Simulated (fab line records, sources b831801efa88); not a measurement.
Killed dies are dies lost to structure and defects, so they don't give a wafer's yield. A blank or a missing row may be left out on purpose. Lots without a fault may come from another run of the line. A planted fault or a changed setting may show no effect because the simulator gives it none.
fab line records | flow gf180mcu
record lots=5 wafers=15 last_day=34
route steps=602 shown STI@3
lots that met no fault: from a run of the same line without faults
start_h: hours from the record's first day to the start of the lot's first wafer shown | wait_h: hours since the lot's step before | " the same as in the row above | L1.1+2: a row that stands for several wafers | - no value, or no start given | * or withheld: withheld | < > ~ a bound
route shown NAME@n: a module of which the file shows steps, and the number in the route of the first | usual: mean/standard deviation of fault-free wafers | same: alike in all rows | chamber/n: place in a boat | sites: the reading at each site | _std_site: their standard deviation | _edge_site: outer sites' mean less inner sites' | radius_mm: how far each site lies from the wafer's centre | mask NAME#n: copy n | behind: the tool/chamber that last shaped the wafer | hold: why the lot was held/for how many hours/how that ended | device: the transistor (n, p or np) that didn't switch | end of line: the same wafers' tests at the end of the route | a step without rows: its recipe alone | killed: dies lost to structure and defects at the first sort, not the wafer's yield | map: a wafer's dies, x killed, . not, _ none there
set.NAME: the setting as run; set.NAME@STEP: as run at that earlier step | model.NAME: the simulator's own value behind a step, which no gauge read
lots at some steps of the route; a table a step, a row a wafer
services: from which hour (start_h, from the record's first day; less than 0 if before it) a tool's chamber was out of use, for how many hours, and why
## steps
# step GF_STI_THK_MEAS_02
# recipe reads=SiO2_of_STI_OXIDATION_01
# usual STI_OXIDATION_THK=10.00/0.16
# columns lot.wafer tool chamber start_h wait_h STI_OXIDATION_THK[nm]
L075.2 film_metro-01 - 16.52 0.0 9.97
L075.4 " - " " 10.02
L075.6 " - " " 9.85
L079.3 film_metro-04 - 36.53 0.0 9.93
L079.4 " - " " 10.15
L079.6 " - " " 9.81
L084.1 film_metro-04 - 61.51 0.0 10.10
L084.2 " - " " 10.06
L084.5 " - " " 10.04
L088.4 film_metro-01 - 81.93 0.0 10.02
L088.5 " - " " 10.02
L088.6 " - " " 9.98
L097.1 film_metro-01 - 127.98 0.0 9.90
L097.2 " - " " 9.79
L097.5 " - " " 9.95
# step GF_STI_CVD_03
# recipe material=Si3N4 precursor=DCS/NH3 target_thk_nm=207.16 temp_c=770 time_s=3551 pressure_mtorr=250
# usual zone_power_centre_pct=12.8/1.1 zone_power_upper_pct=13.1/0.6
# columns lot.wafer tool chamber start_h wait_h zone_power_centre_pct zone_power_upper_pct
L075.2 lpcvd-01 0 16.57 0.0 12.2 13.8
L075.4 " 0 " " 11.8 13.8
L075.6 " 0 " " 12.0 14.0
L079.3 lpcvd-01 1 36.57 0.0 14.0 12.7
L079.4 " 1 " " 13.9 12.6
L079.6 " 1 " " 14.2 12.8
L084.1 lpcvd-01 0 61.57 0.1 12.1 13.8
L084.2 " 0 " " 12.1 13.8
L084.5 " 0 " " 12.1 13.7
L088.4 lpcvd-01 1 81.96 0.0 13.8 12.8
L088.5 " 1 " " 13.9 13.0
L088.6 " 1 " " 14.4 12.6
L097.1 lpcvd-01 0 128.04 0.1 12.1 13.9
L097.2 " 0 " " 12.2 13.9
L097.5 " 0 " " 12.1 13.8
# step GF_STI_THK_MEAS_04
# recipe reads=Si3N4_of_STI_CVD_03
# usual STI_CVD_03_THK=208.2/1.7
# columns lot.wafer tool chamber start_h wait_h STI_CVD_03_THK[nm]
L075.2 film_metro-04 - 18.57 0.0 209.6
L075.4 " - " " 208.9
L075.6 " - " " 208.1
L079.3 film_metro-01 - 38.58 0.0 206.1
L079.4 " - " " 206.1
L079.6 " - " " 207.2
L084.1 film_metro-01 - 64.55 0.0 207.4
L084.2 " - " " 209.4
L084.5 " - " " 207.4
L088.4 film_metro-01 - 83.98 0.0 208.2
L088.5 " - " " 209.3
L088.6 " - " " 208.3
L097.1 film_metro-04 - 130.03 0.0 205.6
L097.2 " - " " 206.4
L097.5 " - " " 204.4
# step GF_STI_DEHYDRATE_05
# recipe temp_c=200 time_s=60
# usual chill_plate_temp_C=23.00/0.11
# columns lot.wafer tool chamber start_h wait_h chill_plate_temp_C
L075.2 litho_track-01 0 24.14 5.6 22.99
L075.4 " 0 " " 23.06
L075.6 " 0 " " 22.98
L079.3 litho_track-03 0 44.01 5.4 23.07
L079.4 " 0 " " 22.91
L079.6 " 0 " " 23.05
L084.1 litho_track-03 0 70.61 6.0 22.99
L084.2 " 0 " " 22.84
L084.5 " 0 " " 22.89
L088.4 litho_track-03 0 89.89 5.9 22.88
L088.5 " 0 " " 22.98
L088.6 " 0 " " 22.91
L097.1 litho_track-03 0 136.31 6.3 23.04
L097.2 " 0 " " 23.04
L097.5 " 0 " " 22.94
# step GF_STI_HMDS_06
# recipe prime_time_s=60 prime_temp_c=120
# usual chill_plate_temp_C=23.00/0.099 prime_temp_c=120.02/0.14
# columns lot.wafer tool chamber start_h wait_h chill_plate_temp_C prime_temp_c
L075.2 litho_track-01 0 24.29 0.1 23.07 119.86
L075.4 " 0 " " 23.11 119.93
L075.6 " 0 " " 23.08 120.00
L079.3 litho_track-03 0 44.16 0.1 22.84 119.89
L079.4 " 0 " " 22.97 119.95
L079.6 " 0 " " 22.83 120.17
L084.1 litho_track-03 0 70.76 0.1 22.99 120.05
L084.2 " 0 " " 22.82 120.19
L084.5 " 0 " " 23.02 120.09
L088.4 litho_track-03 0 90.04 0.1 23.01 120.07
L088.5 " 0 " " 22.93 119.98
L088.6 " 0 " " 23.01 119.94
L097.1 litho_track-03 0 136.46 0.1 22.82 120.26
L097.2 " 0 " " 22.80 120.29
L097.5 " 0 " " 22.85 120.44
# step GF_STI_COAT_07
# recipe resist=KrF spin_rpm=withheld resist_thk_nm=700
# usual chill_plate_temp_C=22.99/0.1
# columns lot.wafer tool chamber start_h wait_h chill_plate_temp_C
L075.2 litho_track-01 0 24.44 0.1 23.16
L075.4 " 0 " " 23.04
L075.6 " 0 " " 22.93
L079.3 litho_track-03 0 44.31 0.1 22.99
L079.4 " 0 " " 23.16
L079.6 " 0 " " 23.00
L084.1 litho_track-03 0 70.91 0.1 22.85
L084.2 " 0 " " 22.88
L084.5 " 0 " " 22.83
L088.4 litho_track-03 0 90.19 0.1 22.95
L088.5 " 0 " " 23.09
L088.6 " 0 " " 22.96
L097.1 litho_track-03 0 136.61 0.1 23.02
L097.2 " 0 " " 22.99
L097.5 " 0 " " 23.04
# step GF_STI_SOFTBAKE_08
# recipe temp_c=130 time_s=60 resist=KrF
# usual chill_plate_temp_C=22.99/0.1
# columns lot.wafer tool chamber start_h wait_h chill_plate_temp_C
L075.2 litho_track-01 0 24.59 0.1 22.99
L075.4 " 0 " " 23.08
L075.6 " 0 " " 23.05
L079.3 litho_track-03 0 44.46 0.1 22.87
L079.4 " 0 " " 22.74
L079.6 " 0 " " 22.89
L084.1 litho_track-03 0 71.06 0.1 22.88
L084.2 " 0 " " 22.96
L084.5 " 0 " " 22.84
L088.4 litho_track-03 0 90.34 0.1 23.04
L088.5 " 0 " " 22.88
L088.6 " 0 " " 22.84
L097.1 litho_track-03 0 136.76 0.1 23.04
L097.2 " 0 " " 22.94
L097.5 " 0 " " 23.00
# step GF_STI_EXPOSE_09
# recipe mask_id=COMP target_cd_nm=220 na=0.68 source_shape=conventional sigma_outer=0.6 dose_mj=28
# same na=0.68
# columns lot.wafer tool chamber start_h wait_h mask
L075.2+4+6 krf_scanner-02 0 - - COMP#0
L079.3+4+6 krf_scanner-02 0 - - COMP#0
L084.1+2+5 krf_scanner-02 0 - - COMP#0
L088.4+5+6 krf_scanner-02 0 - - COMP#0
L097.1+2+5 krf_scanner-02 0 - - COMP#0
# step GF_STI_PEB_10
# recipe peb_temp_c=135 peb_time_s=90 resist=KrF
# usual chill_plate_temp_C=23.00/0.1
# columns lot.wafer tool chamber start_h wait_h chill_plate_temp_C
L075.2 litho_track-04 0 - - 23.10
L075.4 " 0 " " 22.80
L075.6 " 0 " " 22.99
L079.3 litho_track-03 0 - - 23.22
L079.4 " 0 " " 23.03
L079.6 " 0 " " 22.99
L084.1 litho_track-01 0 - - 22.98
L084.2 " 0 " " 22.98
L084.5 " 0 " " 22.92
L088.4 litho_track-04 0 - - 22.96
L088.5 " 0 " " 22.90
L088.6 " 0 " " 23.00
L097.1 litho_track-01 0 - - 23.05
L097.2 " 0 " " 23.12
L097.5 " 0 " " 23.06
# step GF_STI_DEVELOP_11
# recipe develop_time_s=60 dev_temp_c=21
# usual chill_plate_temp_C=22.99/0.11 developer_temp_C=21.01/0.11
# columns lot.wafer tool chamber start_h wait_h chill_plate_temp_C developer_temp_C
L075.2 litho_track-04 0 30.55 0.2 22.90 20.97
L075.4 " 0 " " 22.85 20.89
L075.6 " 0 " " 23.00 21.09
L079.3 litho_track-03 0 51.06 0.1 22.99 21.14
L079.4 " 0 " " 22.98 20.89
L079.6 " 0 " " 23.14 21.10
L084.1 litho_track-01 0 77.76 0.2 23.10 20.83
L084.2 " 0 " " 23.18 20.83
L084.5 " 0 " " 23.02 20.92
L088.4 litho_track-04 0 97.24 0.1 23.00 21.02
L088.5 " 0 " " 23.12 21.02
L088.6 " 0 " " 22.96 20.99
L097.1 litho_track-01 0 144.66 0.2 22.93 20.91
L097.2 " 0 " " 23.24 21.11
L097.5 " 0 " " 23.16 20.86
# step GF_STI_CD_MEAS_12
# recipe target_cd_nm=220
# usual cd_nm=219.9/1.3
# columns lot.wafer tool chamber start_h wait_h cd_nm
L075.2 cd_sem-01 - 30.69 0.1 220.0
L075.4 " - " " 219.5
L075.6 " - " " 220.1
L079.3 cd_sem-01 - 51.20 0.1 220.8
L079.4 " - " " 219.8
L079.6 " - " " 220.5
L084.1 cd_sem-01 - 77.91 0.1 219.5
L084.2 " - " " 220.6
L084.5 " - " " 219.1
L088.4 cd_sem-02 - 97.38 0.1 220.3
L088.5 " - " " 220.0
L088.6 " - " " 220.7
L097.1 cd_sem-01 - 144.81 0.1 218.6
L097.2 " - " " 217.5
L097.5 " - " " 218.3
# step GF_STI_ETCH_13
# recipe chemistry=CHF3/O2 stop_on=Si over_etch_frac=0.3 target_depth_a=2823.1 source_w=600 bias_w=200 pressure_mtorr=40 chf3_flow_sccm=50 O2_flow_sccm=5 time_s=112.9
# usual drypump_motor_current_A=5.6/0.43 oes_product_au=0.835/0.0053 throttle_valve_pct=8.809/0.01
# columns lot.wafer tool chamber start_h wait_h drypump_motor_current_A oes_product_au rf_hours_counter_h throttle_valve_pct
L075.2 rie_diel-04 0 30.79 0.1 5.8 0.834 131 8.807
L075.4 " 2 " " 5.8 0.837 22 8.807
L075.6 " 2 " " 5.7 0.839 - 8.808
L079.3 rie_diel-01 2 51.28 0.1 5.9 0.833 166 8.825
L079.4 " 1 " " 5.6 0.825 35 8.817
L079.6 " 3 " " 6.1 0.831 - 8.796
L084.1 rie_diel-04 3 78.03 0.1 5.4 0.839 44 8.814
L084.2 " 1 " " 4.8 0.840 9 8.804
L084.5 " 3 " " 5.4 0.831 - 8.801
L088.4 rie_diel-04 2 97.44 0.0 5.7 0.841 23 8.816
L088.5 " 1 " " 4.8 0.834 - 8.829
L088.6 " 0 " " 5.7 0.834 - 8.804
L097.1 rie_diel-02 1 144.93 0.1 5.7 0.831 17 8.797
L097.2 " 2 " " 5.0 0.832 108 8.807
L097.5 " 0 " " 6.3 0.828 - 8.799
# step GF_STI_ETCH_14
# recipe target=Si chemistry=HBr/Cl2/O2 target_depth_nm=360 icp_w=600 bias_w=150 pressure_mtorr=15 HBr_flow_sccm=150 Cl2_flow_sccm=40 O2_flow_sccm=6 time_s=102.9
# usual drypump_motor_current_A=5.8/0.48 oes_product_au=1.004/0.011 throttle_valve_pct=25.654/0.012
# columns lot.wafer tool chamber start_h wait_h drypump_motor_current_A oes_product_au rf_hours_counter_h throttle_valve_pct
L075.2 rie_si-02 3 30.87 0.0 6.0 1.023 57 25.643
L075.4 " 1 " " 6.1 0.999 31 25.681
L075.6 " 2 " " 4.9 1.016 - 25.629
L079.3 rie_si-02 2 51.36 0.0 4.9 1.014 70 25.645
L079.4 " 1 " " 6.1 0.993 31 25.660
L079.6 " 0 " " 5.3 0.984 - 25.675
L084.1 rie_si-02 0 78.11 0.0 5.3 0.996 105 25.663
L084.2 " 3 " " 6.0 1.010 58 25.651
L084.5 " 2 " " 4.9 1.012 - 25.645
L088.4 rie_si-02 2 97.52 0.0 4.9 1.019 71 25.649
L088.5 " 1 " " 6.1 0.999 - 25.653
L088.6 " 0 " " 5.3 1.001 - 25.637
L097.1 rie_si-02 0 145.01 0.0 5.3 0.994 105 25.669
L097.2 " 1 " " 6.1 0.983 32 25.670
L097.5 " 0 " " 5.3 0.985 - 25.676
# step GF_STI_STRIP_15
# recipe chemistry=O2/N2 power_w=1400 pressure_mtorr=1500 platen_temp_c=250 o2_flow_sccm=3000 n2_flow_sccm=300 overash_fraction=0.5
# usual drypump_motor_current_A=5.7/0.52 heater_power_w=326/14 oes_product_au=0.383/0.005 strip_time_to_endpoint_s=3.71/0.042
# columns lot.wafer tool chamber start_h wait_h drypump_motor_current_A heater_power_w oes_product_au rf_hours_counter_h strip_time_to_endpoint_s
L075.2 plasma_asher-02 0 30.94 0.0 6.1 323 0.384 31 3.71
L075.4 " 1 " " 5.6 339 0.378 - 3.74
L075.6 " 0 " " 6.1 322 0.394 - 3.71
L079.3 plasma_asher-01 0 51.47 0.1 5.0 327 0.386 - 3.71
L079.4 " 1 " " 6.1 351 0.384 - 3.69
L079.6 " 1 " " 6.1 348 0.373 - 3.72
L084.1 plasma_asher-02 0 78.18 0.0 6.1 323 0.381 36 3.74
L084.2 " 1 " " 5.6 326 0.388 36 3.76
L084.5 " 0 " " 6.1 311 0.383 - 3.70
L088.4 plasma_asher-02 0 97.63 0.1 6.1 315 0.384 - 3.67
L088.5 " 1 " " 5.5 332 0.380 - 3.78
L088.6 " 0 " " 6.1 328 0.380 - 3.67
L097.1 plasma_asher-04 1 145.08 0.0 5.3 304 0.378 54 3.72
L097.2 " 0 " " 6.5 338 0.387 54 3.78
L097.5 " 1 " " 5.3 301 0.395 - 3.74
# step GF_STI_CLEAN_16
# recipe chemistry=dHF time_s=25 dilution=100:1
# columns lot.wafer tool chamber start_h wait_h
L075.2+4+6 wet_bench-01 0 31.04 0.1
L079.3+4+6 wet_bench-04 2 51.54 0.0
L084.1+2+5 wet_bench-04 0 78.28 0.1
L088.4+5+6 wet_bench-03 0 97.69 0.0
L097.1+2+5 wet_bench-04 2 145.18 0.1
# step GF_STI_WET_ETCH_17
# recipe chemistry=H3PO4 target_depth_nm=45 temp_c=160 target=Si3N4 time_s=514
# columns lot.wafer tool chamber start_h wait_h
L075.2+4+6 wet_bench-04 1 31.06 0.0
L079.3+4+6 wet_bench-01 3 51.55 0.0
L084.1+2+5 wet_bench-03 1 78.30 0.0
L088.4+5+6 wet_bench-04 0 97.71 0.0
L097.1+2+5 wet_bench-03 1 145.20 0.0
# step GF_STI_CLEAN_18
# recipe chemistry=SC1/SC2 mix=1:4:20 temp_c=70 time_s=150
# columns lot.wafer tool chamber start_h wait_h
L075.2+4+6 wet_bench-01 3 31.21 0.0
L079.3+4+6 wet_bench-04 0 51.70 0.0
L084.1+2+5 wet_bench-04 0 78.60 0.0
L088.4+5+6 wet_bench-01 2 97.87 0.0
L097.1+2+5 wet_bench-01 1 145.35 0.0
# step GF_STI_CLEAN_19
# recipe chemistry=dHF time_s=20 dilution=100:1
# columns lot.wafer tool chamber start_h wait_h
L075.2+4+6 wet_bench-03 3 31.26 0.0
L079.3+4+6 wet_bench-03 2 51.75 0.0
L084.1+2+5 wet_bench-01 1 78.65 0.0
L088.4+5+6 wet_bench-03 2 97.92 0.0
L097.1+2+5 wet_bench-04 3 145.40 0.0
# step GF_STI_WET_ETCH_20
# recipe chemistry=dHF dilution=100:1 target_depth_nm=20 temp_c=25 dry=ipa_marangoni target=SiO2 time_s=400
# columns lot.wafer tool chamber start_h wait_h
L075.2+4+6 wet_bench-04 1 31.27 0.0
L079.3+4+6 wet_bench-01 0 51.77 0.0
L084.1+2+5 wet_bench-03 0 78.67 0.0
L088.4+5+6 wet_bench-04 0 97.94 0.0
L097.1+2+5 wet_bench-03 3 145.41 0.0
# step GF_STI_OXIDATION_21
# recipe temp_c=1000 ambient=O2 stabilise_s=600 purge_s=300 target_thk_a=150 ox_time_s=458
# usual zone_power_centre_pct=24.00/0.25 zone_power_upper_pct=23.0/1
# columns lot.wafer tool chamber start_h wait_h zone_power_centre_pct zone_power_upper_pct
L075.2 furnace-02 0 31.39 0.0 24.07 23.9
L075.4 " 0 " " 23.98 24.2
L075.6 " 0 " " 24.28 23.8
L079.3 furnace-02 0 52.96 1.1 24.15 23.8
L079.4 " 0 " " 24.38 23.8
L079.6 " 0 " " 24.50 24.0
L084.1 furnace-01 0 80.42 1.5 23.79 22.0
L084.2 " 0 " " 23.89 21.8
L084.5 " 0 " " 23.77 22.2
L088.4 furnace-02 0 98.07 0.0 23.97 23.6
L088.5 " 0 " " 23.61 23.6
L088.6 " 0 " " 24.15 24.1
L097.1 furnace-01 0 145.53 0.0 24.10 21.6
L097.2 " 0 " " 23.84 21.5
L097.5 " 0 " " 23.96 22.1
# step GF_STI_THK_MEAS_22
# recipe reads=SiO2_of_STI_OXIDATION_21
# usual STI_OXIDATION_01_THK=14.99/0.24
# columns lot.wafer tool chamber start_h wait_h STI_OXIDATION_01_THK[nm]
L075.2 film_metro-01 - 32.53 0.0 15.11
L075.4 " - " " 15.19
L075.6 " - " " 15.26
L079.3 film_metro-01 - 54.11 0.0 15.15
L079.4 " - " " 15.19
L079.6 " - " " 15.39
L084.1 film_metro-04 - 81.54 0.0 14.55
L084.2 " - " " 14.81
L084.5 " - " " 14.69
L088.4 film_metro-01 - 99.22 0.0 14.95
L088.5 " - " " 14.93
L088.6 " - " " 15.02
L097.1 film_metro-04 - 146.66 0.0 14.79
L097.2 " - " " 14.72
L097.5 " - " " 14.71
# step GF_STI_CVD_23
# recipe material=SiO2 target_thk_nm=650 sigma_open_frac=0.3 time_s=108.3 temp_c=600 sih4_flow_sccm=60 pressure_mtorr=6
# columns lot.wafer tool chamber start_h wait_h
L075.2+4+6 hdpcvd-01 0,0,1 32.58 0.0
L079.3+4+6 hdpcvd-01 0,2,0 54.15 0.0
L084.1+2+5 hdpcvd-02 1,2,2 81.60 0.1
L088.4+5+6 hdpcvd-02 2,0,1 99.29 0.1
L097.1+2+5 hdpcvd-02 2,0,0 146.72 0.1
# step GF_STI_THK_MEAS_24
# recipe reads=SiO2_of_STI_CVD_23
# usual STI_CVD_23_THK=653/7.3
# columns lot.wafer tool chamber start_h wait_h STI_CVD_23_THK[nm]
L075.2 film_metro-01 - 32.67 0.0 652
L075.4 " - " " 643
L075.6 " - " " 659
L079.3 film_metro-02 - 54.24 0.1 648
L079.4 " - " " 650
L079.6 " - " " 648
L084.1 film_metro-02 - 81.68 0.0 658
L084.2 " - " " 654
L084.5 " - " " 662
L088.4 film_metro-04 - 99.36 0.0 651
L088.5 " - " " 649
L088.6 " - " " 659
L097.1 film_metro-04 - 146.80 0.0 661
L097.2 " - " " 653
L097.5 " - " " 649
# step GF_STI_CMP_25
# recipe stop_on=Si3N4 t_overpolish_s=33 down_force_psi=4 platen_rpm=60 target_thk_nm=524.6 pad_velocity_m_s=0.94248
# usual motor_current_A=12.0/1 overpolish_run_s=33.000/0.0094 time_to_endpoint_s=124/4.5
# columns lot.wafer tool chamber start_h wait_h motor_current_A overpolish_run_s time_to_endpoint_s
L075.4 cmp-02 1 32.77 0.1 13.1 33.012 125
L075.2 " 3 " " 12.5 33.021 133
L075.6 " 0 " " 10.6 33.011 135
L079.4 cmp-01 3 54.28 0.0 11.5 33.008 119
L079.3 " 1 " " 13.4 33.002 125
L079.6 " 3 " " 12.6 32.996 120
L084.1 cmp-02 2 81.79 0.1 9.7 33.005 123
L084.2 " 3 " " 13.3 32.981 126
L084.5 " 1 " " 12.6 32.999 125
L088.4 cmp-01 2 99.44 0.1 12.5 33.003 124
L088.5 " 1 " " 13.0 33.014 125
L088.6 " 2 " " 11.9 33.004 127
L097.2 cmp-01 3 146.86 0.0 11.4 33.018 115
L097.1 " 1 " " 12.6 33.020 121
L097.5 " 0 " " 12.5 32.978 118
# step GF_STI_WET_ETCH_26
# recipe chemistry=dHF target_depth_nm=94 target=SiO2 temp_c=25 dilution=10:1 time_s=188
# columns lot.wafer tool chamber start_h wait_h
L075.2+4+6 wet_bench-03 3 33.02 0.1
L079.3+4+6 wet_bench-01 1 54.58 0.1
L084.1+2+5 wet_bench-01 3 82.04 0.2
L088.4+5+6 wet_bench-04 0 99.69 0.2
L097.1+2+5 wet_bench-04 2 147.16 0.1
# step GF_STI_WET_ETCH_27
# recipe chemistry=H3PO4 target_depth_nm=160 target=Si3N4 temp_c=160 time_s=1825
# columns lot.wafer tool chamber start_h wait_h
L075.2+4+6 wet_bench-04 2 33.08 0.0
L079.3+4+6 wet_bench-04 0 54.64 0.0
L084.1+2+5 wet_bench-04 3 82.11 0.0
L088.4+5+6 wet_bench-01 0 99.76 0.0
L097.1+2+5 wet_bench-01 2 147.22 0.0
# step GF_STI_WET_ETCH_28
# recipe chemistry=dHF target_depth_nm=20 dry=ipa_marangoni target=SiO2 temp_c=25 dilution=10:1 time_s=40
# columns lot.wafer tool chamber start_h wait_h
L075.2+4+6 wet_bench-01 3 33.59 0.0
L079.3+4+6 wet_bench-04 1 55.16 0.0
L084.1+2+5 wet_bench-01 2 82.62 0.0
L088.4+5+6 wet_bench-03 3 100.28 0.0
L097.1+2+5 wet_bench-04 0 147.74 0.0
# step GF_STI_OXIDATION_29
# recipe temp_c=900 ambient=O2 stabilise_s=600 purge_s=300 target_thk_a=100 ox_time_s=1418
# usual zone_power_centre_pct=18.97/0.19 zone_power_upper_pct=17.7/0.77
# columns lot.wafer tool chamber start_h wait_h zone_power_centre_pct zone_power_upper_pct
L075.2 furnace-02 0 33.61 0.0 19.21 19.0
L075.4 " 0 " " 19.14 18.9
L075.6 " 0 " " 18.99 18.7
L079.3 furnace-01 0 57.07 1.9 19.07 17.3
L079.4 " 0 " " 18.83 17.0
L079.6 " 0 " " 19.09 17.4
L084.1 furnace-01 0 83.06 0.4 19.00 17.3
L084.2 " 0 " " 18.62 17.2
L084.5 " 0 " " 18.96 17.1
L088.4 furnace-02 0 101.89 1.6 19.25 18.9
L088.5 " 0 " " 19.07 18.9
L088.6 " 0 " " 19.19 18.9
L097.1 furnace-01 0 147.76 0.0 19.02 17.2
L097.2 " 0 " " 19.00 17.1
L097.5 " 0 " " 18.87 17.4
## services
# columns tool chamber start_h hours kind
wet_bench-01 - -4.44 1.4 repair
plasma_asher-02 - -1.44 1.8 repair
cmp-02 - 7.06 1.0 repair
hdpcvd-02 - 26.42 5.5 pm
cmp-02 - 36.93 0.4 repair
cmp-01 - 45.02 3.9 pm
hdpcvd-02 - 46.70 2.8 pm
furnace-02 - 54.43 3.8 pm
krf_scanner-02 - 59.29 3.6 pm
cmp-01 - 64.19 4.0 pm
krf_scanner-02 - 64.27 4.4 pm
cmp-02 - 74.51 3.9 pm
furnace-01 - 77.58 2.8 pm
wet_bench-03 - 94.54 1.1 repair
krf_scanner-02 - 94.90 1.3 pm
cmp-02 - 96.92 0.8 repair
furnace-01 - 97.79 2.6 repair
hdpcvd-02 1 106.47 4.0 repair
krf_scanner-02 - 110.25 1.0 pm
rie_diel-04 - 117.64 2.8 pm
rie_diel-04 - 134.62 14.6 pm
hdpcvd-01 1 136.96 4.6 repair
krf_scanner-02 - 137.76 4.4 pm
hdpcvd-01 - 146.74 28.1 pm
## key
fault none
